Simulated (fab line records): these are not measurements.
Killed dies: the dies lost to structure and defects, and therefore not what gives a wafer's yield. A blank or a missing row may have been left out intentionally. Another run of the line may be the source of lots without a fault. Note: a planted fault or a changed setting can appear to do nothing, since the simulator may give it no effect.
A sampling plan put to the test / flow sfq line / 52 faults told of in these records, all on one fab line, each judged by the records of the lots it struck
The line's own looks make up the plan; these are the steps of the route where a gauge or inspection reads the wafer and leaves it unchanged. Where struck wafers have a number at a look and the file lists that look's usual mean and standard deviation on fault-free wafers, the look can be judged. Caught: a look later than the fault's first step finds the struck wafers' mean 4 or more of those standard deviations (sigma) from the usual mean. On the tool: the same test on the tool's own readings at the fault's steps. Also counted as caught: the struck wafers showing another recipe, or a record that is empty for them alone.

THE FAULTS, as the simulator had put them in
1. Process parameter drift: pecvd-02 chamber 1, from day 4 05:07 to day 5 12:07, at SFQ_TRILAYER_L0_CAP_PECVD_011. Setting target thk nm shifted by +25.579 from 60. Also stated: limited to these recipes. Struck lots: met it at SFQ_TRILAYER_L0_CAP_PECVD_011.
2. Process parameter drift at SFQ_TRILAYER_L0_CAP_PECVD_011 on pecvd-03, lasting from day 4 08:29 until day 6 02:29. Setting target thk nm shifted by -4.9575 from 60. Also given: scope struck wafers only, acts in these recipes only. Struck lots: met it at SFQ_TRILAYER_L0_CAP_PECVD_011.
3. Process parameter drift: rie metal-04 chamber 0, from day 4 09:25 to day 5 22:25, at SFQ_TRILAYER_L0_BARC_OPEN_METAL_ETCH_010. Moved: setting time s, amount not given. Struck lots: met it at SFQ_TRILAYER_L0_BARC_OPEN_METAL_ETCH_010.
4. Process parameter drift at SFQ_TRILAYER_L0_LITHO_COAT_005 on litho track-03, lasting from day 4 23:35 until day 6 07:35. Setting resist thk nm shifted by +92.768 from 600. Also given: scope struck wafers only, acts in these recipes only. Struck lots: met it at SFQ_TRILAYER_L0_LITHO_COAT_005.
5. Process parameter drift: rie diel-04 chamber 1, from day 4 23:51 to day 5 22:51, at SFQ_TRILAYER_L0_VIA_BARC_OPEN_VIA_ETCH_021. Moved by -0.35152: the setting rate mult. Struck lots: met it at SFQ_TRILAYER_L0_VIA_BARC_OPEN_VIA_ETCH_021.
6. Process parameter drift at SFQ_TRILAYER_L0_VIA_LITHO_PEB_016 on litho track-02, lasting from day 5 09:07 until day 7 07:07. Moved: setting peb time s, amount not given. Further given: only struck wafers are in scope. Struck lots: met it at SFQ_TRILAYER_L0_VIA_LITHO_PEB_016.
7. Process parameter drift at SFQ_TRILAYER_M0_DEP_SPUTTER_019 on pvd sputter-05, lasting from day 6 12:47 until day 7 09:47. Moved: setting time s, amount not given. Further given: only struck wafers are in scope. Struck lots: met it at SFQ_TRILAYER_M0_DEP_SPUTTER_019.
8. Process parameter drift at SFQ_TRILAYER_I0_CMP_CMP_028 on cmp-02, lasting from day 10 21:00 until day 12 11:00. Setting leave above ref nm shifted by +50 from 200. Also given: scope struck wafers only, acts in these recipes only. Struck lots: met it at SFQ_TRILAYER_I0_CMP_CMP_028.
9. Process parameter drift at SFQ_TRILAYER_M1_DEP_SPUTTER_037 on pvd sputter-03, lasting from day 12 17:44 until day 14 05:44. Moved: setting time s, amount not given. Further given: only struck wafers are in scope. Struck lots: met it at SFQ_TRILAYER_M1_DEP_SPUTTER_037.
10. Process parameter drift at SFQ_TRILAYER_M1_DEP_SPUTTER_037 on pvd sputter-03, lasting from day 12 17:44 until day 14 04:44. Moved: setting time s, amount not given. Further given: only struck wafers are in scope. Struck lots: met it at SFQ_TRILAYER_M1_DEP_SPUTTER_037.
11. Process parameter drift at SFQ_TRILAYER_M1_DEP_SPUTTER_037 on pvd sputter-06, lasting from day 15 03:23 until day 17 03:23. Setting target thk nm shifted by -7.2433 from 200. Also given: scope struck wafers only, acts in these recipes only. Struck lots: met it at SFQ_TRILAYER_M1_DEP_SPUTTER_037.
12. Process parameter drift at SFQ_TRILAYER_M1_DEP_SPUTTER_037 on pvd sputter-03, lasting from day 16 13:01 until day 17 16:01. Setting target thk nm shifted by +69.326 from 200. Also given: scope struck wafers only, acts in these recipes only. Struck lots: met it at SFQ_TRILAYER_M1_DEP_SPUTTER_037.
13. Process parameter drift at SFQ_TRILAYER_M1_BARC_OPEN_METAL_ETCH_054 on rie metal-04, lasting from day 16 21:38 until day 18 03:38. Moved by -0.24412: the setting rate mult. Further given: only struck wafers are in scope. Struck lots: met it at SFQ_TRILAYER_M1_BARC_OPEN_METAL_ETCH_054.
14. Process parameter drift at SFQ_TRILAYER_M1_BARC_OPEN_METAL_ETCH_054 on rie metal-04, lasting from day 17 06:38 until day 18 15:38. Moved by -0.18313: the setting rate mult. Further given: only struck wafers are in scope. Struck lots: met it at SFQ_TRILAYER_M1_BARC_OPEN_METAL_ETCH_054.
15. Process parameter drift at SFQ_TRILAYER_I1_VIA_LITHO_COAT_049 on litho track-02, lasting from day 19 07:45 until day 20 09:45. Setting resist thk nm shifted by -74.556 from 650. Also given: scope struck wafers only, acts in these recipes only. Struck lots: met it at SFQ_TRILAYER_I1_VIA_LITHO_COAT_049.
16. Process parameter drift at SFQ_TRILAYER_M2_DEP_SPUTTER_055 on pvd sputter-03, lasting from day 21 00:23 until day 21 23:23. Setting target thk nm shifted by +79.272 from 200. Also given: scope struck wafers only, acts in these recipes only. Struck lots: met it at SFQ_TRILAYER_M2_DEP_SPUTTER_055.
17. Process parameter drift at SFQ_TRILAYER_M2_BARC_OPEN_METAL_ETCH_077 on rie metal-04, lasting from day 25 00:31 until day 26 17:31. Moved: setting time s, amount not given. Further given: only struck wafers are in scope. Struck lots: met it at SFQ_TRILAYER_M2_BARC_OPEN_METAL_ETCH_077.
18. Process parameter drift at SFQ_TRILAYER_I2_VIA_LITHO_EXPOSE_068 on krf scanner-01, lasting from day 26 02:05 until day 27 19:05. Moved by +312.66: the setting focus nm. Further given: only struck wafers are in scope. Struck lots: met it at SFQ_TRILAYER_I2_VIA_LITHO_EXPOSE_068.
19. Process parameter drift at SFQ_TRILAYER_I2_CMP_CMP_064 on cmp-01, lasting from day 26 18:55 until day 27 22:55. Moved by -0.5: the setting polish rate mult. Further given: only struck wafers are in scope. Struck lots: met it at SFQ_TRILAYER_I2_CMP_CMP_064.
20. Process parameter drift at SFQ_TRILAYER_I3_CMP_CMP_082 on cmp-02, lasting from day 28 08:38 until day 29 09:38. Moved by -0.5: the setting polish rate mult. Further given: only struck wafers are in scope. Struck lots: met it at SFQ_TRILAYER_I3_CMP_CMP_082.
21. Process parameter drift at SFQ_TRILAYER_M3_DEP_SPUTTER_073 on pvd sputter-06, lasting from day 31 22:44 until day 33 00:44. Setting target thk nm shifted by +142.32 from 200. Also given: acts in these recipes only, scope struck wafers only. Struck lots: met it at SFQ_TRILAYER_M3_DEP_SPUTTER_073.
22. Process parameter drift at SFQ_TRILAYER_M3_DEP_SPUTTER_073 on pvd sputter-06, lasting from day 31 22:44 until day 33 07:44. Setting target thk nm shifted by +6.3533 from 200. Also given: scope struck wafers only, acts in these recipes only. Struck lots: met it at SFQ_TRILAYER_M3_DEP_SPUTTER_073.
23. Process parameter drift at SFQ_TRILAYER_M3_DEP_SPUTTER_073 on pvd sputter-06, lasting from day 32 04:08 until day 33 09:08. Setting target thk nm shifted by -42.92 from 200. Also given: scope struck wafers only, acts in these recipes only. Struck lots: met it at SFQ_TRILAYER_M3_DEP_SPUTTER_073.
24. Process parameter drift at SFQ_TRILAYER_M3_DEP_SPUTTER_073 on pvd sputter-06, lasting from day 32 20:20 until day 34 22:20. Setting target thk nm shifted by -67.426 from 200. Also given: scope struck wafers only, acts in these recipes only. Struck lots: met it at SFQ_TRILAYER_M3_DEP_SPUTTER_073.
25. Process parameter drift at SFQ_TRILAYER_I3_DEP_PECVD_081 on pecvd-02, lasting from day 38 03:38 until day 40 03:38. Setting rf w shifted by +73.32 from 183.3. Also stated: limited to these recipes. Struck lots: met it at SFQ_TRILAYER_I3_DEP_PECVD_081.
26. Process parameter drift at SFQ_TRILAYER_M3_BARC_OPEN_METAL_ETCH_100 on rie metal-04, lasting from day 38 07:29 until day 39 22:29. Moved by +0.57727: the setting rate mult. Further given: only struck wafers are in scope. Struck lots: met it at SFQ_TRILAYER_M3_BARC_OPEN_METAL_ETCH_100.
27. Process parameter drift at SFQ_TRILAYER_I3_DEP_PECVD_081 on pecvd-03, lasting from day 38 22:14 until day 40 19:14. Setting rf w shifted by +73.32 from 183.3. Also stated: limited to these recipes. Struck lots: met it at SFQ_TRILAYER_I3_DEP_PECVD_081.
28. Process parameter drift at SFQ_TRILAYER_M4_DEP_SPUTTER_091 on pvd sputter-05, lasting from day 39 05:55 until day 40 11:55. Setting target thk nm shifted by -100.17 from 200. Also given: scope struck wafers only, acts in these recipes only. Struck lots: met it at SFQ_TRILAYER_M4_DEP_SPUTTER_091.
29. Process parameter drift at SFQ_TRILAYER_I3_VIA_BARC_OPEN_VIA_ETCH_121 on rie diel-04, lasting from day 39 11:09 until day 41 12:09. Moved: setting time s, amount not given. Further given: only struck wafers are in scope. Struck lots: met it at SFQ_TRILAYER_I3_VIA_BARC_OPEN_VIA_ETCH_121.
30. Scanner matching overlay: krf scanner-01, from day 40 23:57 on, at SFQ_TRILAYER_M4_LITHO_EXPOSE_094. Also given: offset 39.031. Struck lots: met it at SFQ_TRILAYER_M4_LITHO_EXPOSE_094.
31. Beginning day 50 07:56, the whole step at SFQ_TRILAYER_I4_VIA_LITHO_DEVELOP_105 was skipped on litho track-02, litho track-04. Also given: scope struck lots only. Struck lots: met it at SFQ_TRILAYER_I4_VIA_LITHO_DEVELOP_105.
32. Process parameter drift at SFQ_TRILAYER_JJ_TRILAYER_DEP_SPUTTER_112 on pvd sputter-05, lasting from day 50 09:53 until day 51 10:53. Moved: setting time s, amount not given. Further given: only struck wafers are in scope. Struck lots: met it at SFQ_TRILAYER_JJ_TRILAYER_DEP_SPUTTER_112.
33. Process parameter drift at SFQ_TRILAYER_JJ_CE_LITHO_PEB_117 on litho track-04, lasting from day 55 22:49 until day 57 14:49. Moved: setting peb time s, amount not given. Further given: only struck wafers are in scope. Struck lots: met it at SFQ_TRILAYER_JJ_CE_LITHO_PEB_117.
34. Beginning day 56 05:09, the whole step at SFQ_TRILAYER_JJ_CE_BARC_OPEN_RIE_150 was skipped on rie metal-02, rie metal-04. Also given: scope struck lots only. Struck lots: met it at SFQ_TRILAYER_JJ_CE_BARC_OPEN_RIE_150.
35. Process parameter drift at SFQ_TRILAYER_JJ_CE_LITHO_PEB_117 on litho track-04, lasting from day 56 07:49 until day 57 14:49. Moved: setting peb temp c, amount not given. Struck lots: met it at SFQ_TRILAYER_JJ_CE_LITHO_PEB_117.
36. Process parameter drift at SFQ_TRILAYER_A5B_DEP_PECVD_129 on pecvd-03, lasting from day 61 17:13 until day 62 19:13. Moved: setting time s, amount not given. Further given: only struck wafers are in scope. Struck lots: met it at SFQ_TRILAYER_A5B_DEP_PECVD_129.
37. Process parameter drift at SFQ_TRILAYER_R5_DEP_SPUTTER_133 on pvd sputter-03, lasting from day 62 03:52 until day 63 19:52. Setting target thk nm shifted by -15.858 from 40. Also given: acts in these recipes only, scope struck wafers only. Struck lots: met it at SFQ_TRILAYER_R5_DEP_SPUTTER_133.
38. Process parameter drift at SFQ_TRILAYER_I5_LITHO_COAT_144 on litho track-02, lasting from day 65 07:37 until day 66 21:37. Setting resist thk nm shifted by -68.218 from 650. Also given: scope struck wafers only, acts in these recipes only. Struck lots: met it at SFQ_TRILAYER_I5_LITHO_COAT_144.
39. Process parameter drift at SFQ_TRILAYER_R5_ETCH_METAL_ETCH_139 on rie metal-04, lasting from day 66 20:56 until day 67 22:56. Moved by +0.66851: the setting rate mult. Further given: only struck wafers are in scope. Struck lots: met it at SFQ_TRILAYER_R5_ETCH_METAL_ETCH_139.
40. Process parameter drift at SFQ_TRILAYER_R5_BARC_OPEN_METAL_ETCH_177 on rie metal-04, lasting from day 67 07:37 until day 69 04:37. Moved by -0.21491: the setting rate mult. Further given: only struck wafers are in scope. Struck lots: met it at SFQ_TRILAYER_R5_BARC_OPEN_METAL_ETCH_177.
41. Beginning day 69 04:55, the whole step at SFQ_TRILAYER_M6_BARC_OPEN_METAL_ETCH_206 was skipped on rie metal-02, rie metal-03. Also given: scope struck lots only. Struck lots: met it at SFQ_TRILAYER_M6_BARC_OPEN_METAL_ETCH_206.
42. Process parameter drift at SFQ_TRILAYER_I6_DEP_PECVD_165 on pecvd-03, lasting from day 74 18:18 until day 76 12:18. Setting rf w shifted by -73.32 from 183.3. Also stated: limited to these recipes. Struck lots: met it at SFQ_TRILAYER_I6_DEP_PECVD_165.
43. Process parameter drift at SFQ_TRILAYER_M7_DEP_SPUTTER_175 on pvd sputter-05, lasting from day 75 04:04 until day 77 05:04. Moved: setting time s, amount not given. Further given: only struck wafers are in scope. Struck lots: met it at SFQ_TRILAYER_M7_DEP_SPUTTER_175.
44. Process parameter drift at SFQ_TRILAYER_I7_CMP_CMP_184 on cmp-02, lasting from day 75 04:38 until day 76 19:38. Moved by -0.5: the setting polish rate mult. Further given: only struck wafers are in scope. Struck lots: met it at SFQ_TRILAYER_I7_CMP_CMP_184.
45. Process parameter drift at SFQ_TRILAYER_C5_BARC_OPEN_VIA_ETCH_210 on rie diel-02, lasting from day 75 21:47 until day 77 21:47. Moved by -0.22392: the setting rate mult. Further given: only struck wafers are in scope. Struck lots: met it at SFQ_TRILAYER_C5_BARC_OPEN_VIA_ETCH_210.
46. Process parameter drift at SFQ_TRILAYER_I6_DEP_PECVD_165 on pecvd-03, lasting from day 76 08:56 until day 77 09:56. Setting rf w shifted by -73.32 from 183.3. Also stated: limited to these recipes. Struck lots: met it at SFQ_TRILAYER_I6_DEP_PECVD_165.
47. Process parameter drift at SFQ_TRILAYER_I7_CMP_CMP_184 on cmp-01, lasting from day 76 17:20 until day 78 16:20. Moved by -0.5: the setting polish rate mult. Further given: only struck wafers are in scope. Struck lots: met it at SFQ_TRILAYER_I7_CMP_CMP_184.
48. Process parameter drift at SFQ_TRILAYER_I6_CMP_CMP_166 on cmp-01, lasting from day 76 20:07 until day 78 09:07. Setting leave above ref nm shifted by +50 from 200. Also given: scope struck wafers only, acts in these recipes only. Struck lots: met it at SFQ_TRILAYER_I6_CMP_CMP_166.
49. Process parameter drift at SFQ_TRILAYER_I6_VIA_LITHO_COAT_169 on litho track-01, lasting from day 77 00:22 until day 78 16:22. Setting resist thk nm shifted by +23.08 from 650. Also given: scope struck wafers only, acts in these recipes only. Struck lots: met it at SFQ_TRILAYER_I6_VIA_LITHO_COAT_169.
50. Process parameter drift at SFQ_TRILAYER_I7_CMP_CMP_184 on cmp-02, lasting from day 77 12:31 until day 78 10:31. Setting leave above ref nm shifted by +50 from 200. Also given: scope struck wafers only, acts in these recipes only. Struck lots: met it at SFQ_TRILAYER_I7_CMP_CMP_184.
51. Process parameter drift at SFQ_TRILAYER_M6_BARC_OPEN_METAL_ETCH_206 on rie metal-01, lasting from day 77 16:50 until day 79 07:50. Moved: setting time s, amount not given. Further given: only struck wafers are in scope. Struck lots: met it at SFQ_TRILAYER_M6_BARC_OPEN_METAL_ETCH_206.
52. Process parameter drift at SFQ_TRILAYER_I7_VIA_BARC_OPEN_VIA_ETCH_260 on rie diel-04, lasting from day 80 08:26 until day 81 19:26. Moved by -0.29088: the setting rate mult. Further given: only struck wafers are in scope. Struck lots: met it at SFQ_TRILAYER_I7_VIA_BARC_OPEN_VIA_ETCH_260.

WHAT THE PLAN SAW
fault=1; on the tool itself=under 2 sigma; first look that catches it=no look after it can be judged; reading, sigma=-; median hours from its first step to that look=-; hours from the fault's start to the first struck lot there=-; judged looks passed uncaught=0
fault=2; on the tool itself=only faintly: heater power outer w +2.1 sigma; first look that catches it=none of the 2 looks that can be judged after it; reading, sigma=-; median hours from its first step to that look=-; hours from the fault's start to the first struck lot there=-; judged looks passed uncaught=2
fault=3; on the tool itself=oes product au +67 sigma; first look that catches it=no look after it can be judged; reading, sigma=-; median hours from its first step to that look=-; hours from the fault's start to the first struck lot there=-; judged looks passed uncaught=0
fault=4; on the tool itself=under 2 sigma; first look that catches it=no look after it can be judged; reading, sigma=-; median hours from its first step to that look=-; hours from the fault's start to the first struck lot there=-; judged looks passed uncaught=0
fault=5; on the tool itself=under 2 sigma; first look that catches it=no look after it can be judged; reading, sigma=-; median hours from its first step to that look=-; hours from the fault's start to the first struck lot there=-; judged looks passed uncaught=0
fault=6; on the tool itself=under 2 sigma; first look that catches it=not the one look that can be judged after it; reading, sigma=-; median hours from its first step to that look=-; hours from the fault's start to the first struck lot there=-; judged looks passed uncaught=1
fault=7; on the tool itself=under 2 sigma; first look that catches it=SFQ_M0_RS_MEAS_904; reading, sigma=M0_NB_RS -48; median hours from its first step to that look=0.1; hours from the fault's start to the first struck lot there=3; judged looks passed uncaught=0
fault=8; on the tool itself=time to endpoint s -5.5 sigma; first look that catches it=no look after it can be judged; reading, sigma=-; median hours from its first step to that look=-; hours from the fault's start to the first struck lot there=-; judged looks passed uncaught=0
fault=9; on the tool itself=under 2 sigma; first look that catches it=SFQ_M1_RS_MEAS_909; reading, sigma=M1_NB_RS +23; median hours from its first step to that look=0.1; hours from the fault's start to the first struck lot there=3; judged looks passed uncaught=0
fault=10; on the tool itself=under 2 sigma; first look that catches it=none of the 5 looks that can be judged after it; reading, sigma=strongest: M1_NB_RS at SFQ_M1_RS_MEAS_909, +3.2; median hours from its first step to that look=-; hours from the fault's start to the first struck lot there=-; judged looks passed uncaught=5
fault=11; on the tool itself=under 2 sigma; first look that catches it=SFQ_M1_RS_MEAS_909; reading, sigma=M1_NB_RS +5.0; median hours from its first step to that look=0.1; hours from the fault's start to the first struck lot there=4; judged looks passed uncaught=0
fault=12; on the tool itself=under 2 sigma; first look that catches it=SFQ_M1_RS_MEAS_909; reading, sigma=M1_NB_RS -22; median hours from its first step to that look=0.1; hours from the fault's start to the first struck lot there=10; judged looks passed uncaught=0
fault=13; on the tool itself=under 2 sigma; first look that catches it=no look after it can be judged; reading, sigma=-; median hours from its first step to that look=-; hours from the fault's start to the first struck lot there=-; judged looks passed uncaught=0
fault=14; on the tool itself=under 2 sigma; first look that catches it=no look after it can be judged; reading, sigma=-; median hours from its first step to that look=-; hours from the fault's start to the first struck lot there=-; judged looks passed uncaught=0
fault=15; on the tool itself=under 2 sigma; first look that catches it=not the one look that can be judged after it; reading, sigma=-; median hours from its first step to that look=-; hours from the fault's start to the first struck lot there=-; judged looks passed uncaught=1
fault=16; on the tool itself=under 2 sigma; first look that catches it=SFQ_M2_RS_MEAS_914; reading, sigma=M2_NB_RS -36; median hours from its first step to that look=0.1; hours from the fault's start to the first struck lot there=10; judged looks passed uncaught=0
fault=17; on the tool itself=run length s +6.3 sigma; first look that catches it=no look after it can be judged; reading, sigma=-; median hours from its first step to that look=-; hours from the fault's start to the first struck lot there=-; judged looks passed uncaught=0
fault=18; on the tool itself=no reading that can be judged; first look that catches it=not the one look that can be judged after it; reading, sigma=-; median hours from its first step to that look=-; hours from the fault's start to the first struck lot there=-; judged looks passed uncaught=1
fault=19; on the tool itself=time to endpoint s +10 sigma; first look that catches it=no look after it can be judged; reading, sigma=-; median hours from its first step to that look=-; hours from the fault's start to the first struck lot there=-; judged looks passed uncaught=0
fault=20; on the tool itself=time to endpoint s +9.3 sigma; first look that catches it=not the one look that can be judged after it; reading, sigma=-; median hours from its first step to that look=-; hours from the fault's start to the first struck lot there=-; judged looks passed uncaught=1
fault=21; on the tool itself=under 2 sigma; first look that catches it=SFQ_M3_RS_MEAS_919; reading, sigma=M3_NB_RS -34; median hours from its first step to that look=0.1; hours from the fault's start to the first struck lot there=2; judged looks passed uncaught=0
fault=22; on the tool itself=under 2 sigma; first look that catches it=none of the 5 looks that can be judged after it; reading, sigma=strongest: M3_NB_RS at SFQ_M3_RS_MEAS_919, -2.2; median hours from its first step to that look=-; hours from the fault's start to the first struck lot there=-; judged looks passed uncaught=5
fault=23; on the tool itself=under 2 sigma; first look that catches it=SFQ_M3_RS_MEAS_919; reading, sigma=M3_NB_RS +21; median hours from its first step to that look=0.1; hours from the fault's start to the first struck lot there=3; judged looks passed uncaught=0
fault=24; on the tool itself=under 2 sigma; first look that catches it=SFQ_M3_RS_MEAS_919; reading, sigma=M3_NB_RS +41; median hours from its first step to that look=0.1; hours from the fault's start to the first struck lot there=4; judged looks passed uncaught=0
fault=25; on the tool itself=rf fwd power W +99 or beyond sigma; first look that catches it=no look after it can be judged; reading, sigma=-; median hours from its first step to that look=-; hours from the fault's start to the first struck lot there=-; judged looks passed uncaught=0
fault=26; on the tool itself=under 2 sigma; first look that catches it=no look after it can be judged; reading, sigma=-; median hours from its first step to that look=-; hours from the fault's start to the first struck lot there=-; judged looks passed uncaught=0
fault=27; on the tool itself=rf fwd power W +99 or beyond sigma; first look that catches it=no look after it can be judged; reading, sigma=-; median hours from its first step to that look=-; hours from the fault's start to the first struck lot there=-; judged looks passed uncaught=0
fault=28; on the tool itself=under 2 sigma; first look that catches it=SFQ_M4_RS_MEAS_924; reading, sigma=M4_NB_RS +99 or beyond; median hours from its first step to that look=0.1; hours from the fault's start to the first struck lot there=3; judged looks passed uncaught=0
fault=29; on the tool itself=run length s +38 sigma; first look that catches it=no look after it can be judged; reading, sigma=-; median hours from its first step to that look=-; hours from the fault's start to the first struck lot there=-; judged looks passed uncaught=0
fault=30; on the tool itself=no reading that can be judged; first look that catches it=SFQ_M4_OVL_MEAS_926; reading, sigma=M4_OVL +5.8; median hours from its first step to that look=1.3; hours from the fault's start to the first struck lot there=3; judged looks passed uncaught=0
fault=31; on the tool itself=no reading that can be judged; first look that catches it=no look after it can be judged; reading, sigma=-; median hours from its first step to that look=-; hours from the fault's start to the first struck lot there=-; judged looks passed uncaught=0
fault=32; on the tool itself=under 2 sigma; first look that catches it=SFQ_JJ_RS_MEAS_929; reading, sigma=JJ_NB_RS +12; median hours from its first step to that look=0.1; hours from the fault's start to the first struck lot there=2; judged looks passed uncaught=0
fault=33; on the tool itself=no reading that can be judged; first look that catches it=no look after it can be judged; reading, sigma=-; median hours from its first step to that look=-; hours from the fault's start to the first struck lot there=-; judged looks passed uncaught=0
fault=34; on the tool itself=the tool's record is blank for the struck wafers; first look that catches it=no look after it can be judged; reading, sigma=-; median hours from its first step to that look=-; hours from the fault's start to the first struck lot there=-; judged looks passed uncaught=0
fault=35; on the tool itself=heater power total W -52 sigma; first look that catches it=no look after it can be judged; reading, sigma=-; median hours from its first step to that look=-; hours from the fault's start to the first struck lot there=-; judged looks passed uncaught=0
fault=36; on the tool itself=run length s +17 sigma; first look that catches it=no look after it can be judged; reading, sigma=-; median hours from its first step to that look=-; hours from the fault's start to the first struck lot there=-; judged looks passed uncaught=0
fault=37; on the tool itself=under 2 sigma; first look that catches it=SFQ_R5_RS_MEAS_933; reading, sigma=R5_MONX_RS +55; median hours from its first step to that look=0.1; hours from the fault's start to the first struck lot there=19; judged looks passed uncaught=0
fault=38; on the tool itself=no reading that can be judged; first look that catches it=not the one look that can be judged after it; reading, sigma=-; median hours from its first step to that look=-; hours from the fault's start to the first struck lot there=-; judged looks passed uncaught=1
fault=39; on the tool itself=under 2 sigma; first look that catches it=no look after it can be judged; reading, sigma=-; median hours from its first step to that look=-; hours from the fault's start to the first struck lot there=-; judged looks passed uncaught=0
fault=40; on the tool itself=under 2 sigma; first look that catches it=no look after it can be judged; reading, sigma=-; median hours from its first step to that look=-; hours from the fault's start to the first struck lot there=-; judged looks passed uncaught=0
fault=41; on the tool itself=the tool's record is blank for the struck wafers; first look that catches it=no look after it can be judged; reading, sigma=-; median hours from its first step to that look=-; hours from the fault's start to the first struck lot there=-; judged looks passed uncaught=0
fault=42; on the tool itself=rf fwd power W -99 or beyond sigma; first look that catches it=no look after it can be judged; reading, sigma=-; median hours from its first step to that look=-; hours from the fault's start to the first struck lot there=-; judged looks passed uncaught=0
fault=43; on the tool itself=under 2 sigma; first look that catches it=SFQ_M7_RS_MEAS_943; reading, sigma=M7_NB_RS -21; median hours from its first step to that look=0.1; hours from the fault's start to the first struck lot there=35; judged looks passed uncaught=0
fault=44; on the tool itself=time to endpoint s +9.2 sigma; first look that catches it=not the one look that can be judged after it; reading, sigma=-; median hours from its first step to that look=-; hours from the fault's start to the first struck lot there=-; judged looks passed uncaught=1
fault=45; on the tool itself=under 2 sigma; first look that catches it=no look after it can be judged; reading, sigma=-; median hours from its first step to that look=-; hours from the fault's start to the first struck lot there=-; judged looks passed uncaught=0
fault=46; on the tool itself=rf fwd power W -99 or beyond sigma; first look that catches it=no look after it can be judged; reading, sigma=-; median hours from its first step to that look=-; hours from the fault's start to the first struck lot there=-; judged looks passed uncaught=0
fault=47; on the tool itself=time to endpoint s +9.3 sigma; first look that catches it=no look after it can be judged; reading, sigma=-; median hours from its first step to that look=-; hours from the fault's start to the first struck lot there=-; judged looks passed uncaught=0
fault=48; on the tool itself=time to endpoint s -4.4 sigma; first look that catches it=no look after it can be judged; reading, sigma=-; median hours from its first step to that look=-; hours from the fault's start to the first struck lot there=-; judged looks passed uncaught=0
fault=49; on the tool itself=under 2 sigma; first look that catches it=not the one look that can be judged after it; reading, sigma=-; median hours from its first step to that look=-; hours from the fault's start to the first struck lot there=-; judged looks passed uncaught=1
fault=50; on the tool itself=time to endpoint s -6.5 sigma; first look that catches it=not the one look that can be judged after it; reading, sigma=-; median hours from its first step to that look=-; hours from the fault's start to the first struck lot there=-; judged looks passed uncaught=1
fault=51; on the tool itself=oes product au +47 sigma; first look that catches it=no look after it can be judged; reading, sigma=-; median hours from its first step to that look=-; hours from the fault's start to the first struck lot there=-; judged looks passed uncaught=0
fault=52; on the tool itself=under 2 sigma; first look that catches it=no look after it can be judged; reading, sigma=-; median hours from its first step to that look=-; hours from the fault's start to the first struck lot there=-; judged looks passed uncaught=0
A dash: the fault isn't caught, or these records don't give the number.

Caught at a look: 13 of 52. Caught on the tool: 19 of 52. By one or the other: 32 of 52.
Faults caught by the tool alone: 3, 8, 17, 19, 20, 25, 27, 29, 34, 35, 36, 41, 42, 44, 46, 47, 48, 50, 51.
Caught at a look alone: faults 7, 9, 11, 12, 16, 21, 23, 24, 28, 30, 32, 37, 43.
Caught by neither: faults 1, 2, 4, 5, 6, 10, 13, 14, 15, 18, 22, 26, 31, 33, 38, 39, 40, 45, 49, 52.

THINNER SAMPLING
Were the look that catches a fault to measure just every second or every third lot (counted by lot number), the first struck lot would, at worst, be measured this late:
fault=7; struck lots at that look, in order of time=L956, L957; every lot=3 h; every second lot=10 h; every third lot=may miss all 2
fault=9; struck lots at that look, in order of time=L968; every lot=3 h; every second lot=may miss it; every third lot=may miss it
fault=11; struck lots at that look, in order of time=L944; every lot=4 h; every second lot=may miss it; every third lot=may miss it
fault=12; struck lots at that look, in order of time=L533; every lot=10 h; every second lot=may miss it; every third lot=may miss it
fault=16; struck lots at that look, in order of time=L905, L906; every lot=10 h; every second lot=15 h; every third lot=may miss all 2
fault=21; struck lots at that look, in order of time=L576, L579; every lot=2 h; every second lot=9 h; every third lot=may miss all 2
fault=23; struck lots at that look, in order of time=L994, L997; every lot=3 h; every second lot=13 h; every third lot=may miss all 2
fault=24; struck lots at that look, in order of time=L831, L833; every lot=4 h; every second lot=may miss all 2; every third lot=may miss all 2
fault=28; struck lots at that look, in order of time=L867, L869; every lot=3 h; every second lot=may miss all 2; every third lot=may miss all 2
fault=30; struck lots at that look, in order of time=L419, L420, L421; every lot=3 h; every second lot=6 h; every third lot=15 h
fault=32; struck lots at that look, in order of time=L189, L192; every lot=2 h; every second lot=9 h; every third lot=may miss all 2
fault=37; struck lots at that look, in order of time=L103, L106; every lot=19 h; every second lot=28 h; every third lot=may miss all 2
fault=43; struck lots at that look, in order of time=L698, L700; every lot=35 h; every second lot=may miss all 2; every third lot=may miss all 2
The hour figures run from when the fault began to the first measured lot among those it struck. The test against the limit of 4 sigma pooled every struck wafer, which means one lot taken alone may stay below that limit. Other struck lots may not be in these records.

THE LONGEST TIMED WAY FROM STEP TO LOOK
Fault 30: median gap of 1.3 hours between SFQ_TRILAYER_M4_LITHO_EXPOSE_094 and SFQ_M4_OVL_MEAS_926. No look between them can be judged.
